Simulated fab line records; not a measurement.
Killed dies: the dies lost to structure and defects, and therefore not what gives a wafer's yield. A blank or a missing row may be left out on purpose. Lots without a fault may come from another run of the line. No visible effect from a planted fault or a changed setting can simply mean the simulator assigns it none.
Comparing a struck lot with a sound one    flow sky130    21 steps out of a route of 708
Sound: the wafers L349.1, L349.3, L349.6. Struck: wafer L353.6 (L353.2, L353.3, from the same lot, were not struck and are left out); the cause is given at the end.
Per side, at each step with rows, come the tool, then ch with its chambers, and then its first start. Under that, the readings that differ: sound wafers    struck wafers    difference of the means    sigmas: that difference in standard deviations of wafers without a fault.
alike: words and numbers the same on both sides, and readings whose means are apart by under 2 such deviations; not compared: readings that were withheld, readings missing a value for some wafer, numbers with overlapping values and no deviation given by the record, and bounds like >300 which may hide the same value.
A row with sigmas, a row that says differs or no value, or rows on one side alone: a step with any of these is where the two part. Numbers that have no deviation but don't overlap get no sigmas and don't part them. A reading missing from all wafers of one side parts the sides only when that side holds two or more wafers.

first, 4 steps without rows for these wafers: SKY_RES_XHIGH_EXPOSE_04 (exposes mask URPM, target cd 1270 nm); SKY_RES_XHIGH_PEB_05; SKY_RES_XHIGH_DEVELOP_06 (develop time 60 s); SKY_RES_XHIGH_IMPLANT_07.
SKY_RES_XHIGH_STRIP_08: strips in O2/N2.
  sound on plasmaAsher-02 ch 0,1, day 27 18:57; struck on plasmaAsher-03 ch 0, day 29 09:39
  alike: drypumpMotorCurrentA, o2FlowSccm, oesProductAu, stripTimeToEndpointS
  not compared: rfHoursCounterH
SKY_RES_XHIGH_TW_MEAS_09:
  sound on filmMetro-03, day 27 19:03; struck on filmMetro-03, day 29 09:46
  alike: RES_XHIGH_TW
then, 6 steps without rows for these wafers: SKY_SD_N_DEHYDRATE_00 (time 60 s); SKY_SD_N_HMDS_01 (prime time 60 s); SKY_SD_N_COAT_02 (resist thk 1140 nm); SKY_SD_N_SOFTBAKE_03 (time 60 s); SKY_SD_N_EXPOSE_04 (exposes mask NSDM, target cd 380 nm); SKY_SD_N_PEB_05.
SKY_SD_N_DEVELOP_06: develop time 60 s.
  sound on lithoTrack-03 ch 0, day 28 23:43; struck on lithoTrack-03 ch 0, day 30 13:39
SKY_SD_N_CD_MEAS_07: target cd 380 nm.
  sound on cdSem-02, day 28 23:52; struck on cdSem-02, day 30 13:47
  not compared: cdNm
SKY_SD_N_OVL_MEAS_08:
  sound on overlay-01, day 28 23:59; struck on overlay-02, day 30 13:54
  not compared: SD_N_OVL
then, 2 steps without rows for these wafers: SKY_SD_N_IMPLANT_09; SKY_SD_N_IMPLANT_10.
SKY_SD_N_STRIP_11: strips in O2/N2.
  sound on plasmaAsher-01 ch 0,1, day 29 00:25; struck on plasmaAsher-03 ch 1, day 30 14:14
  alike: drypumpMotorCurrentA, o2FlowSccm, oesProductAu, stripTimeToEndpointS
  not compared: rfHoursCounterH
SKY_SD_N_TW_MEAS_12:
  sound on filmMetro-02, day 29 00:36; struck on filmMetro-01, day 30 14:20
reading  sound           struck  difference  sigmas
SD_N_TW  4006 4012 3972  30      -3967       -99 or more
then, 1 step without rows for these wafers: SKY_SD_N_CLEAN_13 (cleans in SC1/SC2, time 150 s).
-- the record jumps here: 17 days lie between the struck wafers' starts before and after (it left off in module SD_N and takes up again in module PAD_OPEN, whose first step shown is number 708 of the route) --
SKY_PAD_OPEN_PROBE_99:
  sound on prober-01, day 46 17:04; struck on prober-02, day 47 21:11
reading           sound     struck  difference  sigmas
killedAtFrontEnd  12 13 13  433     +420        +93
killedDies        79 87 72  492     +413        +47
killedOnRim       18 13 6   96      +84         +20
  alike: killed_at_M0_to_M3, killed_at_M4_up, killedAtContacts, killedAtOther, killedOpen, killedShort

WHERE THEY PART
First at SKY_SD_N_TW_MEAS_12; last, within this record, at SKY_PAD_OPEN_PROBE_99.

WHY: whatever the simulator had introduced
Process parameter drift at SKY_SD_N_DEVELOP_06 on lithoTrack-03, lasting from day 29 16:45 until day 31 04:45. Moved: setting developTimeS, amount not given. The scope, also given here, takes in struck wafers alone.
